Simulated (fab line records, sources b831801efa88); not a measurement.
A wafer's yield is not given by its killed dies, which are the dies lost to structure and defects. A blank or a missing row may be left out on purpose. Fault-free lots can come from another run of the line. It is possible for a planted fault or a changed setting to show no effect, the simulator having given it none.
What tool caused it? ; flow gf180mcu ; Sampling: 13 lots, 39 wafers, 5 of 602 route steps

== WHAT EACH GAUGE READ, for each wafer ==
GF_VT_IMPLANT_TW_MEAS_10. Usual: VT_IMPLANT_TW typically reads 567, with standard deviation 3.1.
lot;measured;on;VT_IMPLANT_TW;flag
L699;day 5 13:01;filmMetro-02;565 563 559;
L700;day 5 20:37;filmMetro-04;571 570 569;
L703;day 7 02:51;filmMetro-01;569 573 574;
L706;day 7 16:14;filmMetro-04;572 565 566;
L707;day 8 02:03;filmMetro-01;572 567 568;
L708;day 8 08:47;filmMetro-01;570 568 567;
L709;day 8 12:09;filmMetro-02;561 561 563;
L710;day 8 14:07;filmMetro-01;566 570 566;
L712;day 9 02:12;filmMetro-02;571 565 571;
L713;day 9 09:08;filmMetro-01;569 569 566;
L720;day 11 00:29;filmMetro-02;565 567 566;
L721;day 11 07:20;filmMetro-02;566 564 568;
L722;day 11 16:36;filmMetro-01;569 573 571;

GF_SALICIDE_THK_MEAS_05: measures by xrf. Usual: SALICIDE_TIN_THK typically reads 19.72 nm, with standard deviation 0.25.
lot;measured;on;SALICIDE_TIN_THK (nm);flag
L699;day 14 22:09;filmMetro-03;19.93 19.92 20.04;
L700;day 15 13:26;filmMetro-01;18.87 19.20 19.29;
L703;day 17 10:04;filmMetro-01;19.63 19.50 19.75;
L706;day 18 01:49;filmMetro-01;19.26 19.44 19.28;
L707;day 18 20:23;filmMetro-01;19.69 19.63 19.65;
L708;day 19 07:10;filmMetro-03;19.51 19.43 19.49;
L709;day 19 07:53;filmMetro-01;19.82 20.01 20.14;
L710;day 19 22:55;filmMetro-01;19.69 19.90 19.53;
L712;day 20 06:36;filmMetro-04;19.81 19.86 19.83;
L713;day 20 21:05;filmMetro-03;19.13 19.22 19.48;
L720;day 22 18:20;filmMetro-03;21.09 20.94 20.96 21.02 20.89 20.96;OFF
L721;day 22 22:40;filmMetro-04;21.09 20.99 21.12 21.17 20.95 21.11;OFF
L722;day 23 18:45;filmMetro-01;19.76 19.52 19.88;

GF_CONTACT_THK_MEAS_03. Usual: CONTACT_CVD_02_THK typically reads 866 nm, with standard deviation 12.
lot;measured;on;CONTACT_CVD_02_THK (nm);flag
L699;day 14 23:02;filmMetro-04;854 868 870;
L700;day 15 13:58;filmMetro-02;876 884 881;
L703;day 17 10:36;filmMetro-04;864 847 884;
L706;day 18 02:21;filmMetro-02;872 881 871;
L707;day 18 20:55;filmMetro-02;860 861 868;
L708;day 19 07:41;filmMetro-03;849 852 846;
L709;day 19 08:24;filmMetro-03;848 863 853;
L710;day 19 23:29;filmMetro-04;858 867 879;
L712;day 20 07:08;filmMetro-04;855 846 877;
L713;day 20 21:38;filmMetro-04;849 866 859;
L720;day 22 20:53;filmMetro-04;854 860 866;
L721;day 23 03:17;filmMetro-03;870 873 882;
L722;day 23 19:17;filmMetro-02;863 876 887;

GF_V1_BOW_MEAS_05. Usual: V1_BOW typically reads 81 um, with standard deviation 7.4.
lot;measured;on;V1_BOW (um);flag
L699;day 16 22:32;filmMetro-02;79 88 74;
L700;day 17 15:27;filmMetro-02;79 78 85;
L703;day 19 10:47;filmMetro-02;69 84 73;
L706;day 20 02:50;filmMetro-03;76 73 78;
L707;day 21 00:28;filmMetro-03;74 66 82;
L708;day 21 11:05;filmMetro-01;86 82 81;
L709;day 21 12:17;filmMetro-01;84 78 86;
L710;day 22 03:20;filmMetro-03;92 87 87;
L712;day 22 09:36;filmMetro-01;79 73 74;
L713;day 23 01:04;filmMetro-01;72 85 72;
L720;day 24 19:46;filmMetro-03;85 92 86;
L721;day 24 23:41;filmMetro-01;79 74 68;
L722;day 25 18:17;filmMetro-01;72 70 67;

== EACH LOT AND THE TOOL THAT RAN IT (in order: tool; ch and the chambers of the sampled wafers; start) ==
lot;GF_SALICIDE_SPUTTER_03
L699;pvdSputter-02, day 14 21:59
L700;pvdSputter-03, day 15 13:17
L703;pvdSputter-04, day 17 09:56
L706;pvdSputter-04, day 18 01:40
L707;pvdSputter-03, day 18 20:13
L708;pvdSputter-03, day 19 07:01
L709;pvdSputter-02, day 19 07:43
L710;pvdSputter-03, day 19 22:46
L712;pvdSputter-04, day 20 06:26
L713;pvdSputter-04, day 20 20:56
L720;pvdSputter-03, day 22 18:10
L721;pvdSputter-03, day 22 22:31
L722;pvdSputter-04, day 23 18:37
- GF_SALICIDE_SPUTTER_03: material TiN, target thk 20 nm, time 16.7 s.

== AS READ BY THE TOOLS THEMSELVES (means over the sampled wafers that have a number; for cases with no such wafer, the mark the record gives instead) ==
GF_SALICIDE_SPUTTER_03. Usual: chamberPressurePa 0.4001 Pa, standard deviation 0.00086; throttleValvePct 30.4 %, standard deviation 0.98.
lot;tool;chamberPressurePa (Pa);throttleValvePct (%);flag
L699;pvdSputter-02;0.4000;30.6;
L700;pvdSputter-03;0.4003;30.7;
L703;pvdSputter-04;0.4000;28.9;
L706;pvdSputter-04;0.3988;29.0;
L707;pvdSputter-03;0.3998;30.8;
L708;pvdSputter-03;0.4004;30.4;
L709;pvdSputter-02;0.4001;30.9;
L710;pvdSputter-03;0.4008;30.5;
L712;pvdSputter-04;0.4002;30.1;
L713;pvdSputter-04;0.4009;30.2;
L720;pvdSputter-03;0.2511;38.4;OFF
L721;pvdSputter-03;0.2524;38.2;OFF
L722;pvdSputter-04;0.4005;29.1;

== THE ANSWER, worked out from the rows above alone ==
Rule: lot off if the mean of its wafers having a number is beyond 3 standard deviations from the usual mean. Also off: a lot with no number at a reading for which 4 or more lots have one. The other lots that the step has rows for count as sound. After the gauges, taken in route order, come the tools' own readings; for these a lot's mean is taken, as printed above. At the first step where some lot is off, the reading lying furthest off is the one used; lots without a number count as furthest.
Off: L720, L721, seen at GF_SALICIDE_THK_MEAS_05 (SALICIDE_TIN_THK).
If a tool, at a process step before that reading, ran all the lots that are off and no sound lot after the first of them, it fits. Not tried: the gauges at GF_SALICIDE_THK_MEAS_05; whatever is off there is also off at GF_SALICIDE_SPUTTER_03, on other tools, and gauge error can't account for it. One fits: pvdSputter-03 at GF_SALICIDE_SPUTTER_03. A fault onset in the window from L710 (day 19 22:46, its last sound lot) to L720 (day 22 18:10, its first lot off) fits.
The tool's own readings at GF_SALICIDE_SPUTTER_03 bear it out: on the lots that are off they differ by more than 5 times the standard deviation of the sound lots' means. chamberPressurePa reads 0.2518 Pa there against 0.4002 Pa on the sound lots; throttleValvePct reads 38.3 % there against 30.1 % on the sound lots.

== WHAT THE SIMULATOR PUT IN ==
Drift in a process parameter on pvdSputter-03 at GF_SALICIDE_SPUTTER_03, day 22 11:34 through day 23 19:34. Setting chamberPressurePa, moved by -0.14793, from 0.4. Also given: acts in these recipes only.
Struck lots among those shown: L720, L721. The rule given above showed the same thing.
